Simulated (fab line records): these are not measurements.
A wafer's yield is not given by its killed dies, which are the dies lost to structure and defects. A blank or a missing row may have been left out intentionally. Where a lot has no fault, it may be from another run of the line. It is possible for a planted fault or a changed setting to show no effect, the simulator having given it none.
Matching of chambers ; flow gf180mcu ; 3 sister chambers for GF_V4_CVD_00 on hdpcvd-02
The step deposits SiO2, target thk 600 nm, time 100 s. 6 wafers are shown with their chamber, then 7 later ones without.

EACH WAFER AND ITS CHAMBER
wafer;chamber;sih4_flow_sccm (sccm)
L186.1;1;59.95
L187.3;1;60.06
L187.4;2;60.25
L187.6;0;60.30
L189.1;2;60.22
L189.2;0;59.99

WAFERS WHOSE CHAMBER IS MISSING
wafer;sih4_flow_sccm (sccm)
L189.4;59.99
L191.1;60.42
L191.3;60.16
L191.4;60.04
L192.3;60.07
L192.4;60.18
L192.6;59.99

EACH ONE'S CHAMBER
wafer;from the rows above;in truth
L189.4;can't be placed: 1 or 0 or 2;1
L191.1;can't be placed: 2 or 0 or 1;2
L191.3;can't be placed: 0 or 2 or 1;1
L191.4;can't be placed: 1 or 0 or 2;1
L192.3;can't be placed: 1 or 0 or 2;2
L192.4;can't be placed: 0 or 2 or 1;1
L192.6;can't be placed: 1 or 0 or 2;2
Correctly placed: 0 of 7. From these rows, 7 cannot be placed; in 7 the true chamber is one of the candidates. Number placed wrongly: 0.
How it was worked out, from the rows above alone: a wafer's distance from a chamber is the root of the sum, over the readings, of the square of ((its reading less the chamber's mean) divided by the reading's scatter). If the next closest chamber is less than 2 further off than the closest, the wafer can't be placed; otherwise it belongs to the closest. The mean given for a chamber averages the wafers shown for that chamber. The scatter is the square root of a quotient: the sum, over the shown wafers, of each reading's squared deviation from its chamber's mean, divided by wafers minus chambers.
